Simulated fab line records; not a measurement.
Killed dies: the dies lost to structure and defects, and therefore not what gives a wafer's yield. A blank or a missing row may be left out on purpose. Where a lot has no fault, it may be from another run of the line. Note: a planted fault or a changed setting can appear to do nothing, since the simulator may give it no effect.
fab line records / flow sky130
record lots=13 wafers=39 lastDay=50
route steps=708 shown POLY_GATE@230 LDD_N@244 LDD_P@262 LDD_HVN@274 PAD_OPEN@708
lots that met no fault: from a run of the same line without faults
startH: start of the lot's first displayed wafer, in hours after the record's first day / waitH: hours elapsed since this lot's preceding step / " identical to the entry in the row above / L1.1+2: several wafers, shown together as one row / - either no value or no given start / * or withheld: withheld / < > ~ a bound
route shown NAME@n: NAME is a module with steps in the file, n the number in the route of the first one / usual: mean/standard deviation taken from wafers without a fault / same: alike in all rows / chamber/n: place in a boat / sites: per-site readings / _std_site: standard deviation of those values / _edge_site: outer sites' mean less inner sites' / radiusMm: how far each site lies from the wafer's centre / mask NAME#n: copy n / behind: the tool/chamber that last shaped the wafer / hold: reason for holding the lot/hours on hold/outcome of the hold / device: the n, p or np transistor that did not switch / end of line: the same wafers' tests at the end of the route / step lacking rows: just its recipe / killed: the dies lost at the first sort to structure and to defects; this is not the yield of the wafer / map: a wafer's dies, x killed, . not, _ none there
set.NAME: the setting as run; set.NAME@STEP: as run at that earlier step / model.NAME: the simulator's own value behind a step, which no gauge read
steps of the route over a sample of lots; a table a step, a row a wafer
services: the hour from which a tool's chamber was out of use, counted from the record's first day as startH (under 0 if before that day), plus the number of hours and why
## steps
# step SKY_POLY_GATE_ETCH_16
# recipe stopOn=poly-Si chemistry=CH3F/O2 target=Si3N4 sourceW=400 biasW=80 pressureMtorr=25 ch3fFlowSccm=40 O2_flow_sccm=30 timeS=147.5 targetDepthA=750
# usual chamberPressureMTorr=24.999/0.026 drypumpMotorCurrentA=5.7/0.42 oesProductAu=0.641/0.005 rfFwdPowerW=398.2/1.4 throttleValvePct=10.535/0.0088
lot.wafer=L790.1 tool=rieDiel-01 chamber=0 startH=374.12 waitH=0.0 chamberPressureMTorr=25.035 drypumpMotorCurrentA=4.9 oesProductAu=0.635 rfFwdPowerW=398.5 rfHoursCounterH=6 throttleValvePct=10.543
lot.wafer=L790.4 tool=rieDiel-01 chamber=1 startH=374.12 waitH=0.0 chamberPressureMTorr=24.989 drypumpMotorCurrentA=6.1 oesProductAu=0.640 rfFwdPowerW=398.3 rfHoursCounterH=68 throttleValvePct=10.524
lot.wafer=L790.6 tool=rieDiel-01 chamber=3 startH=374.12 waitH=0.0 chamberPressureMTorr=25.005 drypumpMotorCurrentA=5.3 oesProductAu=0.645 rfFwdPowerW=395.5 rfHoursCounterH=- throttleValvePct=10.539
lot.wafer=L791.4 tool=rieDiel-01 chamber=3 startH=385.98 waitH=0.0 chamberPressureMTorr=24.987 drypumpMotorCurrentA=5.3 oesProductAu=0.640 rfFwdPowerW=400.3 rfHoursCounterH=26 throttleValvePct=10.559
lot.wafer=L791.5 tool=rieDiel-01 chamber=2 startH=385.98 waitH=0.0 chamberPressureMTorr=25.035 drypumpMotorCurrentA=5.1 oesProductAu=0.640 rfFwdPowerW=397.6 rfHoursCounterH=- throttleValvePct=10.529
lot.wafer=L791.6 tool=rieDiel-01 chamber=3 startH=385.98 waitH=0.0 chamberPressureMTorr=24.972 drypumpMotorCurrentA=5.3 oesProductAu=0.648 rfFwdPowerW=399.1 rfHoursCounterH=- throttleValvePct=10.528
lot.wafer=L792.1 tool=rieDiel-02 chamber=0 startH=387.10 waitH=0.0 chamberPressureMTorr=25.031 drypumpMotorCurrentA=5.6 oesProductAu=0.643 rfFwdPowerW=399.8 rfHoursCounterH=61 throttleValvePct=10.532
lot.wafer=L792.4 tool=rieDiel-02 chamber=2 startH=387.10 waitH=0.0 chamberPressureMTorr=24.953 drypumpMotorCurrentA=5.9 oesProductAu=0.638 rfFwdPowerW=397.6 rfHoursCounterH=8 throttleValvePct=10.536
lot.wafer=L792.6 tool=rieDiel-02 chamber=3 startH=387.10 waitH=0.0 chamberPressureMTorr=24.996 drypumpMotorCurrentA=6.5 oesProductAu=0.650 rfFwdPowerW=398.3 rfHoursCounterH=- throttleValvePct=10.533
lot.wafer=L793.2 tool=rieDiel-01 chamber=2 startH=400.00 waitH=0.0 chamberPressureMTorr=24.987 drypumpMotorCurrentA=5.2 oesProductAu=0.643 rfFwdPowerW=397.9 rfHoursCounterH=19 throttleValvePct=10.532
lot.wafer=L793.3 tool=rieDiel-01 chamber=0 startH=400.00 waitH=0.0 chamberPressureMTorr=25.023 drypumpMotorCurrentA=5.0 oesProductAu=0.641 rfFwdPowerW=397.0 rfHoursCounterH=7 throttleValvePct=10.534
lot.wafer=L793.5 tool=rieDiel-01 chamber=2 startH=400.00 waitH=0.0 chamberPressureMTorr=24.984 drypumpMotorCurrentA=5.2 oesProductAu=0.645 rfFwdPowerW=400.3 rfHoursCounterH=- throttleValvePct=10.548
lot.wafer=L794.2 tool=rieDiel-02 chamber=2 startH=415.57 waitH=0.0 chamberPressureMTorr=25.013 drypumpMotorCurrentA=5.9 oesProductAu=0.638 rfFwdPowerW=398.6 rfHoursCounterH=9 throttleValvePct=10.528
lot.wafer=L794.5 tool=rieDiel-02 chamber=3 startH=415.57 waitH=0.0 chamberPressureMTorr=24.970 drypumpMotorCurrentA=6.5 oesProductAu=0.638 rfFwdPowerW=397.3 rfHoursCounterH=- throttleValvePct=10.528
lot.wafer=L794.6 tool=rieDiel-02 chamber=0 startH=415.57 waitH=0.0 chamberPressureMTorr=24.996 drypumpMotorCurrentA=5.6 oesProductAu=0.644 rfFwdPowerW=399.2 rfHoursCounterH=- throttleValvePct=10.524
lot.wafer=L796.1 tool=rieDiel-03 chamber=1 startH=421.33 waitH=0.0 chamberPressureMTorr=25.005 drypumpMotorCurrentA=5.2 oesProductAu=0.640 rfFwdPowerW=398.5 rfHoursCounterH=82 throttleValvePct=10.545
lot.wafer=L796.4 tool=rieDiel-03 chamber=0 startH=421.33 waitH=0.0 chamberPressureMTorr=24.983 drypumpMotorCurrentA=5.6 oesProductAu=0.643 rfFwdPowerW=399.0 rfHoursCounterH=79 throttleValvePct=10.548
lot.wafer=L796.5 tool=rieDiel-03 chamber=3 startH=421.33 waitH=0.0 chamberPressureMTorr=25.024 drypumpMotorCurrentA=5.5 oesProductAu=0.635 rfFwdPowerW=397.1 rfHoursCounterH=- throttleValvePct=10.527
lot.wafer=L795.4 tool=rieDiel-03 chamber=3 startH=423.98 waitH=0.0 chamberPressureMTorr=25.003 drypumpMotorCurrentA=5.6 oesProductAu=0.641 rfFwdPowerW=400.8 rfHoursCounterH=12 throttleValvePct=10.536
lot.wafer=L795.5 tool=rieDiel-03 chamber=0 startH=423.98 waitH=0.0 chamberPressureMTorr=25.036 drypumpMotorCurrentA=5.6 oesProductAu=0.640 rfFwdPowerW=398.4 rfHoursCounterH=- throttleValvePct=10.528
lot.wafer=L795.6 tool=rieDiel-03 chamber=1 startH=423.98 waitH=0.0 chamberPressureMTorr=24.992 drypumpMotorCurrentA=5.2 oesProductAu=0.639 rfFwdPowerW=397.3 rfHoursCounterH=- throttleValvePct=10.528
lot.wafer=L798.1 tool=rieDiel-01 chamber=3 startH=458.78 waitH=0.0 chamberPressureMTorr=24.992 drypumpMotorCurrentA=5.3 oesProductAu=0.644 rfFwdPowerW=398.7 rfHoursCounterH=27 throttleValvePct=10.529
lot.wafer=L798.2 tool=rieDiel-01 chamber=0 startH=458.78 waitH=0.0 chamberPressureMTorr=25.004 drypumpMotorCurrentA=5.0 oesProductAu=0.641 rfFwdPowerW=399.2 rfHoursCounterH=8 throttleValvePct=10.541
lot.wafer=L798.4 tool=rieDiel-01 chamber=2 startH=458.78 waitH=0.0 chamberPressureMTorr=25.001 drypumpMotorCurrentA=5.2 oesProductAu=0.630 rfFwdPowerW=395.1 rfHoursCounterH=20 throttleValvePct=10.538
lot.wafer=L800.2 tool=rieDiel-03 chamber=3 startH=464.63 waitH=0.0 chamberPressureMTorr=24.971 drypumpMotorCurrentA=5.5 oesProductAu=0.644 rfFwdPowerW=396.0 rfHoursCounterH=13 throttleValvePct=10.537
lot.wafer=L800.3 tool=rieDiel-03 chamber=1 startH=464.63 waitH=0.0 chamberPressureMTorr=24.963 drypumpMotorCurrentA=5.2 oesProductAu=0.636 rfFwdPowerW=397.1 rfHoursCounterH=83 throttleValvePct=10.537
lot.wafer=L800.4 tool=rieDiel-03 chamber=0 startH=464.63 waitH=0.0 chamberPressureMTorr=25.021 drypumpMotorCurrentA=5.7 oesProductAu=0.637 rfFwdPowerW=396.8 rfHoursCounterH=80 throttleValvePct=10.526
lot.wafer=L801.1 tool=rieDiel-02 chamber=2 startH=470.72 waitH=0.0 chamberPressureMTorr=24.990 drypumpMotorCurrentA=5.9 oesProductAu=0.645 rfFwdPowerW=399.6 rfHoursCounterH=10 throttleValvePct=10.543
lot.wafer=L801.4 tool=rieDiel-02 chamber=2 startH=470.72 waitH=0.0 chamberPressureMTorr=25.010 drypumpMotorCurrentA=5.9 oesProductAu=0.648 rfFwdPowerW=399.2 rfHoursCounterH=- throttleValvePct=10.525
lot.wafer=L801.5 tool=rieDiel-02 chamber=3 startH=470.72 waitH=0.0 chamberPressureMTorr=25.046 drypumpMotorCurrentA=6.4 oesProductAu=0.647 rfFwdPowerW=400.9 rfHoursCounterH=- throttleValvePct=10.533
lot.wafer=L809.1 tool=rieDiel-03 chamber=0 startH=541.56 waitH=0.1 chamberPressureMTorr=25.005 drypumpMotorCurrentA=5.6 oesProductAu=0.635 rfFwdPowerW=334.8 rfHoursCounterH=81 throttleValvePct=10.539
lot.wafer=L809.4 tool=rieDiel-03 chamber=3 startH=541.56 waitH=0.1 chamberPressureMTorr=24.971 drypumpMotorCurrentA=5.6 oesProductAu=0.642 rfFwdPowerW=332.6 rfHoursCounterH=- throttleValvePct=10.542
lot.wafer=L809.5 tool=rieDiel-03 chamber=0 startH=541.56 waitH=0.1 chamberPressureMTorr=25.025 drypumpMotorCurrentA=5.6 oesProductAu=0.634 rfFwdPowerW=335.8 rfHoursCounterH=- throttleValvePct=10.542
lot.wafer=L811.1 tool=rieDiel-03 chamber=2 startH=554.50 waitH=0.0 chamberPressureMTorr=25.033 drypumpMotorCurrentA=5.8 oesProductAu=0.643 rfFwdPowerW=335.3 rfHoursCounterH=84 throttleValvePct=10.534
lot.wafer=L811.2 tool=rieDiel-03 chamber=0 startH=554.50 waitH=0.0 chamberPressureMTorr=25.011 drypumpMotorCurrentA=5.7 oesProductAu=0.639 rfFwdPowerW=334.4 rfHoursCounterH=82 throttleValvePct=10.526
lot.wafer=L811.4 tool=rieDiel-03 chamber=2 startH=554.50 waitH=0.0 chamberPressureMTorr=24.975 drypumpMotorCurrentA=5.8 oesProductAu=0.645 rfFwdPowerW=336.2 rfHoursCounterH=- throttleValvePct=10.542
lot.wafer=L813.2 tool=rieDiel-02 chamber=2 startH=572.07 waitH=0.0 chamberPressureMTorr=24.966 drypumpMotorCurrentA=5.9 oesProductAu=0.630 rfFwdPowerW=400.4 rfHoursCounterH=12 throttleValvePct=10.538
lot.wafer=L813.4 tool=rieDiel-02 chamber=1 startH=572.07 waitH=0.0 chamberPressureMTorr=25.008 drypumpMotorCurrentA=6.1 oesProductAu=0.634 rfFwdPowerW=397.5 rfHoursCounterH=41 throttleValvePct=10.535
lot.wafer=L813.5 tool=rieDiel-02 chamber=2 startH=572.07 waitH=0.0 chamberPressureMTorr=25.003 drypumpMotorCurrentA=5.9 oesProductAu=0.633 rfFwdPowerW=399.2 rfHoursCounterH=- throttleValvePct=10.545
# step SKY_LDD_N_OVL_MEAS_07
# usual LDD_N_OVL=-0.6/1.3
lot.wafer=L790.1 tool=overlay-01 chamber=- startH=405.23 waitH=0.1 LDD_N_OVL[nm]=-0.9
lot.wafer=L790.4 tool=overlay-01 chamber=- startH=405.23 waitH=0.1 LDD_N_OVL[nm]=-2.0
lot.wafer=L790.6 tool=overlay-01 chamber=- startH=405.23 waitH=0.1 LDD_N_OVL[nm]=-1.3
lot.wafer=L791.4 tool=overlay-01 chamber=- startH=418.31 waitH=0.1 LDD_N_OVL[nm]=-1.8
lot.wafer=L791.5 tool=overlay-01 chamber=- startH=418.31 waitH=0.1 LDD_N_OVL[nm]=-1.5
lot.wafer=L791.6 tool=overlay-01 chamber=- startH=418.31 waitH=0.1 LDD_N_OVL[nm]=-3.8
lot.wafer=L792.1 tool=overlay-02 chamber=- startH=419.50 waitH=0.1 LDD_N_OVL[nm]=-0.9
lot.wafer=L792.4 tool=overlay-02 chamber=- startH=419.50 waitH=0.1 LDD_N_OVL[nm]=-0.8
lot.wafer=L792.6 tool=overlay-02 chamber=- startH=419.50 waitH=0.1 LDD_N_OVL[nm]=-0.1
lot.wafer=L793.2 tool=overlay-02 chamber=- startH=432.90 waitH=0.1 LDD_N_OVL[nm]=0.7
lot.wafer=L793.3 tool=overlay-02 chamber=- startH=432.90 waitH=0.1 LDD_N_OVL[nm]=0.5
lot.wafer=L793.5 tool=overlay-02 chamber=- startH=432.90 waitH=0.1 LDD_N_OVL[nm]=-0.4
lot.wafer=L794.2 tool=overlay-01 chamber=- startH=447.53 waitH=0.1 LDD_N_OVL[nm]=0.8
lot.wafer=L794.5 tool=overlay-01 chamber=- startH=447.53 waitH=0.1 LDD_N_OVL[nm]=0.6
lot.wafer=L794.6 tool=overlay-01 chamber=- startH=447.53 waitH=0.1 LDD_N_OVL[nm]=2.7
lot.wafer=L795.4 tool=overlay-01 chamber=- startH=457.01 waitH=0.1 LDD_N_OVL[nm]=0.3
lot.wafer=L795.5 tool=overlay-01 chamber=- startH=457.01 waitH=0.1 LDD_N_OVL[nm]=-0.2
lot.wafer=L795.6 tool=overlay-01 chamber=- startH=457.01 waitH=0.1 LDD_N_OVL[nm]=-1.3
lot.wafer=L796.1 tool=overlay-02 chamber=- startH=457.40 waitH=0.1 LDD_N_OVL[nm]=-0.4
lot.wafer=L796.4 tool=overlay-02 chamber=- startH=457.40 waitH=0.1 LDD_N_OVL[nm]=-1.3
lot.wafer=L796.5 tool=overlay-02 chamber=- startH=457.40 waitH=0.1 LDD_N_OVL[nm]=-0.2
lot.wafer=L798.1 tool=overlay-02 chamber=- startH=491.08 waitH=0.1 LDD_N_OVL[nm]=0.4
lot.wafer=L798.2 tool=overlay-02 chamber=- startH=491.08 waitH=0.1 LDD_N_OVL[nm]=2.2
lot.wafer=L798.4 tool=overlay-02 chamber=- startH=491.08 waitH=0.1 LDD_N_OVL[nm]=0.4
lot.wafer=L800.2 tool=overlay-01 chamber=- startH=497.10 waitH=0.1 LDD_N_OVL[nm]=-2.5
lot.wafer=L800.3 tool=overlay-01 chamber=- startH=497.10 waitH=0.1 LDD_N_OVL[nm]=-1.2
lot.wafer=L800.4 tool=overlay-01 chamber=- startH=497.10 waitH=0.1 LDD_N_OVL[nm]=-1.6
lot.wafer=L801.1 tool=overlay-02 chamber=- startH=502.63 waitH=0.1 LDD_N_OVL[nm]=-0.8
lot.wafer=L801.4 tool=overlay-02 chamber=- startH=502.63 waitH=0.1 LDD_N_OVL[nm]=-1.6
lot.wafer=L801.5 tool=overlay-02 chamber=- startH=502.63 waitH=0.1 LDD_N_OVL[nm]=-1.3
lot.wafer=L809.1 tool=overlay-02 chamber=- startH=573.20 waitH=0.1 LDD_N_OVL[nm]=-1.5
lot.wafer=L809.4 tool=overlay-02 chamber=- startH=573.20 waitH=0.1 LDD_N_OVL[nm]=-1.2
lot.wafer=L809.5 tool=overlay-02 chamber=- startH=573.20 waitH=0.1 LDD_N_OVL[nm]=-1.8
lot.wafer=L811.1 tool=overlay-02 chamber=- startH=586.05 waitH=0.1 LDD_N_OVL[nm]=-0.5
lot.wafer=L811.2 tool=overlay-02 chamber=- startH=586.05 waitH=0.1 LDD_N_OVL[nm]=0.3
lot.wafer=L811.4 tool=overlay-02 chamber=- startH=586.05 waitH=0.1 LDD_N_OVL[nm]=-0.3
lot.wafer=L813.2 tool=overlay-02 chamber=- startH=602.80 waitH=0.1 LDD_N_OVL[nm]=-1.3
lot.wafer=L813.4 tool=overlay-02 chamber=- startH=602.80 waitH=0.1 LDD_N_OVL[nm]=-1.3
lot.wafer=L813.5 tool=overlay-02 chamber=- startH=602.80 waitH=0.1 LDD_N_OVL[nm]=-1.7
# step SKY_LDD_P_CD_MEAS_07
# recipe targetCdNm=380
# usual cdNm=379.9/2.9
lot.wafer=L790.1 tool=cdSem-02 chamber=- startH=436.32 waitH=0.1 cdNm=381.7
lot.wafer=L790.4 tool=cdSem-02 chamber=- startH=436.32 waitH=0.1 cdNm=382.0
lot.wafer=L790.6 tool=cdSem-02 chamber=- startH=436.32 waitH=0.1 cdNm=382.4
lot.wafer=L791.4 tool=cdSem-02 chamber=- startH=450.31 waitH=0.1 cdNm=379.0
lot.wafer=L791.5 tool=cdSem-02 chamber=- startH=450.31 waitH=0.1 cdNm=379.5
lot.wafer=L791.6 tool=cdSem-02 chamber=- startH=450.31 waitH=0.1 cdNm=378.9
lot.wafer=L792.1 tool=cdSem-01 chamber=- startH=451.05 waitH=0.1 cdNm=375.6
lot.wafer=L792.4 tool=cdSem-01 chamber=- startH=451.05 waitH=0.1 cdNm=376.9
lot.wafer=L792.6 tool=cdSem-01 chamber=- startH=451.05 waitH=0.1 cdNm=380.5
lot.wafer=L793.2 tool=cdSem-01 chamber=- startH=464.79 waitH=0.1 cdNm=383.2
lot.wafer=L793.3 tool=cdSem-01 chamber=- startH=464.79 waitH=0.1 cdNm=379.2
lot.wafer=L793.5 tool=cdSem-01 chamber=- startH=464.79 waitH=0.1 cdNm=380.6
lot.wafer=L794.2 tool=cdSem-01 chamber=- startH=479.47 waitH=0.1 cdNm=378.4
lot.wafer=L794.5 tool=cdSem-01 chamber=- startH=479.47 waitH=0.1 cdNm=377.6
lot.wafer=L794.6 tool=cdSem-01 chamber=- startH=479.47 waitH=0.1 cdNm=376.7
lot.wafer=L795.4 tool=cdSem-02 chamber=- startH=488.68 waitH=0.1 cdNm=386.7
lot.wafer=L795.5 tool=cdSem-02 chamber=- startH=488.68 waitH=0.1 cdNm=387.6
lot.wafer=L795.6 tool=cdSem-02 chamber=- startH=488.68 waitH=0.1 cdNm=385.2
lot.wafer=L796.1 tool=cdSem-02 chamber=- startH=489.30 waitH=0.1 cdNm=379.9
lot.wafer=L796.4 tool=cdSem-02 chamber=- startH=489.30 waitH=0.1 cdNm=380.3
lot.wafer=L796.5 tool=cdSem-02 chamber=- startH=489.30 waitH=0.1 cdNm=380.1
lot.wafer=L798.1 tool=cdSem-02 chamber=- startH=522.67 waitH=0.1 cdNm=377.1
lot.wafer=L798.2 tool=cdSem-02 chamber=- startH=522.67 waitH=0.1 cdNm=377.5
lot.wafer=L798.4 tool=cdSem-02 chamber=- startH=522.67 waitH=0.1 cdNm=378.8
lot.wafer=L800.2 tool=cdSem-01 chamber=- startH=527.99 waitH=0.1 cdNm=378.9
lot.wafer=L800.3 tool=cdSem-01 chamber=- startH=527.99 waitH=0.1 cdNm=378.8
lot.wafer=L800.4 tool=cdSem-01 chamber=- startH=527.99 waitH=0.1 cdNm=377.4
lot.wafer=L801.1 tool=cdSem-01 chamber=- startH=533.85 waitH=0.1 cdNm=376.6
lot.wafer=L801.4 tool=cdSem-01 chamber=- startH=533.85 waitH=0.1 cdNm=376.3
lot.wafer=L801.5 tool=cdSem-01 chamber=- startH=533.85 waitH=0.1 cdNm=375.8
lot.wafer=L809.1 tool=cdSem-01 chamber=- startH=604.00 waitH=0.1 cdNm=377.6
lot.wafer=L809.4 tool=cdSem-01 chamber=- startH=604.00 waitH=0.1 cdNm=377.6
lot.wafer=L809.5 tool=cdSem-01 chamber=- startH=604.00 waitH=0.1 cdNm=377.7
lot.wafer=L811.1 tool=cdSem-01 chamber=- startH=616.47 waitH=0.1 cdNm=383.4
lot.wafer=L811.2 tool=cdSem-01 chamber=- startH=616.47 waitH=0.1 cdNm=381.5
lot.wafer=L811.4 tool=cdSem-01 chamber=- startH=616.47 waitH=0.1 cdNm=382.2
lot.wafer=L813.2 tool=cdSem-01 chamber=- startH=633.57 waitH=0.1 cdNm=375.6
lot.wafer=L813.4 tool=cdSem-01 chamber=- startH=633.57 waitH=0.1 cdNm=375.1
lot.wafer=L813.5 tool=cdSem-01 chamber=- startH=633.57 waitH=0.1 cdNm=377.2
# step SKY_LDD_HVN_OVL_MEAS_07
# usual LDD_HVN_OVL=-0.8/1.5
lot.wafer=L790.1 tool=overlay-01 chamber=- startH=467.57 waitH=0.1 LDD_HVN_OVL[nm]=-1.1
lot.wafer=L790.4 tool=overlay-01 chamber=- startH=467.57 waitH=0.1 LDD_HVN_OVL[nm]=-0.4
lot.wafer=L790.6 tool=overlay-01 chamber=- startH=467.57 waitH=0.1 LDD_HVN_OVL[nm]=-0.2
lot.wafer=L791.4 tool=overlay-01 chamber=- startH=481.12 waitH=0.1 LDD_HVN_OVL[nm]=2.1
lot.wafer=L791.5 tool=overlay-01 chamber=- startH=481.12 waitH=0.1 LDD_HVN_OVL[nm]=2.5
lot.wafer=L791.6 tool=overlay-01 chamber=- startH=481.12 waitH=0.1 LDD_HVN_OVL[nm]=2.0
lot.wafer=L792.1 tool=overlay-01 chamber=- startH=481.88 waitH=0.1 LDD_HVN_OVL[nm]=-0.4
lot.wafer=L792.4 tool=overlay-01 chamber=- startH=481.88 waitH=0.1 LDD_HVN_OVL[nm]=-1.2
lot.wafer=L792.6 tool=overlay-01 chamber=- startH=481.88 waitH=0.1 LDD_HVN_OVL[nm]=-0.4
lot.wafer=L793.2 tool=overlay-01 chamber=- startH=495.55 waitH=0.1 LDD_HVN_OVL[nm]=0.3
lot.wafer=L793.3 tool=overlay-01 chamber=- startH=495.55 waitH=0.1 LDD_HVN_OVL[nm]=-0.9
lot.wafer=L793.5 tool=overlay-01 chamber=- startH=495.55 waitH=0.1 LDD_HVN_OVL[nm]=0.3
lot.wafer=L794.2 tool=overlay-01 chamber=- startH=510.05 waitH=0.1 LDD_HVN_OVL[nm]=-1.0
lot.wafer=L794.5 tool=overlay-01 chamber=- startH=510.05 waitH=0.1 LDD_HVN_OVL[nm]=0.7
lot.wafer=L794.6 tool=overlay-01 chamber=- startH=510.05 waitH=0.1 LDD_HVN_OVL[nm]=-1.2
lot.wafer=L795.4 tool=overlay-02 chamber=- startH=518.90 waitH=0.1 LDD_HVN_OVL[nm]=-1.1
lot.wafer=L795.5 tool=overlay-02 chamber=- startH=518.90 waitH=0.1 LDD_HVN_OVL[nm]=-1.2
lot.wafer=L795.6 tool=overlay-02 chamber=- startH=518.90 waitH=0.1 LDD_HVN_OVL[nm]=-1.3
lot.wafer=L796.1 tool=overlay-02 chamber=- startH=519.30 waitH=0.1 LDD_HVN_OVL[nm]=-2.2
lot.wafer=L796.4 tool=overlay-02 chamber=- startH=519.30 waitH=0.1 LDD_HVN_OVL[nm]=-1.1
lot.wafer=L796.5 tool=overlay-02 chamber=- startH=519.30 waitH=0.1 LDD_HVN_OVL[nm]=-2.2
lot.wafer=L798.1 tool=overlay-02 chamber=- startH=553.32 waitH=0.1 LDD_HVN_OVL[nm]=-0.4
lot.wafer=L798.2 tool=overlay-02 chamber=- startH=553.32 waitH=0.1 LDD_HVN_OVL[nm]=0.1
lot.wafer=L798.4 tool=overlay-02 chamber=- startH=553.32 waitH=0.1 LDD_HVN_OVL[nm]=-0.3
lot.wafer=L800.2 tool=overlay-01 chamber=- startH=558.83 waitH=0.1 LDD_HVN_OVL[nm]=-1.0
lot.wafer=L800.3 tool=overlay-01 chamber=- startH=558.83 waitH=0.1 LDD_HVN_OVL[nm]=-2.0
lot.wafer=L800.4 tool=overlay-01 chamber=- startH=558.83 waitH=0.1 LDD_HVN_OVL[nm]=-1.5
lot.wafer=L801.1 tool=overlay-01 chamber=- startH=564.80 waitH=0.1 LDD_HVN_OVL[nm]=0.3
lot.wafer=L801.4 tool=overlay-01 chamber=- startH=564.80 waitH=0.1 LDD_HVN_OVL[nm]=1.5
lot.wafer=L801.5 tool=overlay-01 chamber=- startH=564.80 waitH=0.1 LDD_HVN_OVL[nm]=1.9
lot.wafer=L809.1 tool=overlay-02 chamber=- startH=634.42 waitH=0.1 LDD_HVN_OVL[nm]=-0.7
lot.wafer=L809.4 tool=overlay-02 chamber=- startH=634.42 waitH=0.1 LDD_HVN_OVL[nm]=0.2
lot.wafer=L809.5 tool=overlay-02 chamber=- startH=634.42 waitH=0.1 LDD_HVN_OVL[nm]=0.6
lot.wafer=L811.1 tool=overlay-02 chamber=- startH=645.43 waitH=0.1 LDD_HVN_OVL[nm]=-1.7
lot.wafer=L811.2 tool=overlay-02 chamber=- startH=645.43 waitH=0.1 LDD_HVN_OVL[nm]=-1.7
lot.wafer=L811.4 tool=overlay-02 chamber=- startH=645.43 waitH=0.1 LDD_HVN_OVL[nm]=-0.9
lot.wafer=L813.2 tool=overlay-01 chamber=- startH=662.38 waitH=0.1 LDD_HVN_OVL[nm]=-0.8
lot.wafer=L813.4 tool=overlay-01 chamber=- startH=662.38 waitH=0.1 LDD_HVN_OVL[nm]=-2.2
lot.wafer=L813.5 tool=overlay-01 chamber=- startH=662.38 waitH=0.1 LDD_HVN_OVL[nm]=-0.5
# step SKY_PAD_OPEN_PROBE_99
# usual killed_at_M0_to_M3=42/6.3 killed_at_M4_up=2.8/1.9 killedAtContacts=23/5.3 killedAtFrontEnd=16/4.3 killedAtOther=0.2/0.51 killedDies=84/9.3 killedOpen=46/7.6 killedShort=38/6.3
# same grossDies=492 killedAtBackSide=0
lot.wafer=L796.1 tool=prober-01 chamber=- startH=1118.36 waitH=0.1 killed_at_M0_to_M3=44 killed_at_M4_up=0 killedAtContacts=16 killedAtFrontEnd=15 killedAtOther=0 killedDies=75 killedOpen=36 killedShort=39
lot.wafer=L796.4 tool=prober-01 chamber=- startH=1118.51 waitH=0.2 killed_at_M0_to_M3=46 killed_at_M4_up=2 killedAtContacts=22 killedAtFrontEnd=19 killedAtOther=0 killedDies=89 killedOpen=38 killedShort=51
lot.wafer=L796.5 tool=prober-01 chamber=- startH=1118.56 waitH=0.2 killed_at_M0_to_M3=50 killed_at_M4_up=2 killedAtContacts=25 killedAtFrontEnd=16 killedAtOther=0 killedDies=93 killedOpen=47 killedShort=46
# killed by level:class
L796.1 VIA1:geometricParticle:open=10 POLY_GATE:geometricParticle:short=6 VIA1:geometricParticle:short=5 VIA3:geometricParticle:short=5 POLY_GATE:geometricParticle:open=4 LI_CONTACT:geometricParticle:open=4 VIA2:geometricParticle:open=4 METAL3:geometricParticle:short=4
L796.4 VIA1:geometricParticle:open=14 METAL2:geometricParticle:short=9 POLY_GATE:geometricParticle:short=7 CONTACT:geometricParticle:open=7 LOCAL_INTERCONNECT:geometricParticle:short=6 VIA1:geometricParticle:short=6 METAL1:geometricParticle:short=5 LI_CONTACT:geometricParticle:open=4
L796.5 VIA1:geometricParticle:open=15 CONTACT:geometricParticle:short=6 CONTACT:geometricParticle:open=6 POLY_GATE:geometricParticle:open=5 LI_CONTACT:geometricParticle:open=5 METAL1:geometricParticle:short=5 METAL2:geometricParticle:short=5 VIA3:geometricParticle:open=5
## services
tool=rieDiel-01 chamber=- startH=388.49 hours=2.2 kind=repair
tool=rieDiel-01 chamber=2 startH=410.18 hours=3.0 kind=repair
tool=rieDiel-02 chamber=1 startH=469.73 hours=6.3 kind=repair
tool=rieDiel-03 chamber=3 startH=530.35 hours=7.9 kind=repair
tool=rieDiel-02 chamber=0 startH=536.35 hours=23.3 kind=repair
tool=rieDiel-03 chamber=1 startH=538.28 hours=- kind=clean
tool=rieDiel-03 chamber=1 startH=538.28 hours=18.7 kind=scheduledDown
tool=rieDiel-03 chamber=1 startH=538.28 hours=18.7 kind=ventCycle
tool=rieDiel-03 chamber=2 startH=538.53 hours=15.4 kind=repair
tool=rieDiel-01 chamber=1 startH=541.13 hours=1.3 kind=repair
tool=rieDiel-01 chamber=2 startH=552.24 hours=23.5 kind=repair
tool=rieDiel-03 chamber=2 startH=556.99 hours=- kind=clean
tool=rieDiel-03 chamber=2 startH=556.99 hours=20.9 kind=scheduledDown
tool=rieDiel-03 chamber=2 startH=556.99 hours=20.9 kind=ventCycle
tool=rieDiel-01 chamber=1 startH=562.32 hours=5.9 kind=repair
## key
firstSign step=SKY_POLY_GATE_ETCH_16 reading=rfFwdPowerW direction=down sigmas=45 usual=398.2 struck=334.8
effect none on later readings
metAt SKY_POLY_GATE_ETCH_16
struckLots L809,L811
testerLeftOut L809,L811
notActingAt SKY_LDD_N_OVL_MEAS_07,SKY_LDD_P_CD_MEAS_07,SKY_LDD_HVN_OVL_MEAS_07
onsetBetween 464.63 541.56
fault kind=processParameterDrift tool=rieDiel-03 chamber=- onsetH=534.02 steps=SKY_POLY_GATE_ETCH_16 channel=sourceW offset=-64 shape=step endH=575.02 actsIn=theseRecipesOnly stated=400
# testerLeftOut: of these lots the tester's yield and bins aren't shown, on N5 and GAA mostly nor the transistor test; their killed dies are dies lost to structure and defects alone, not to doping, threshold or leakage, so they don't give the yield
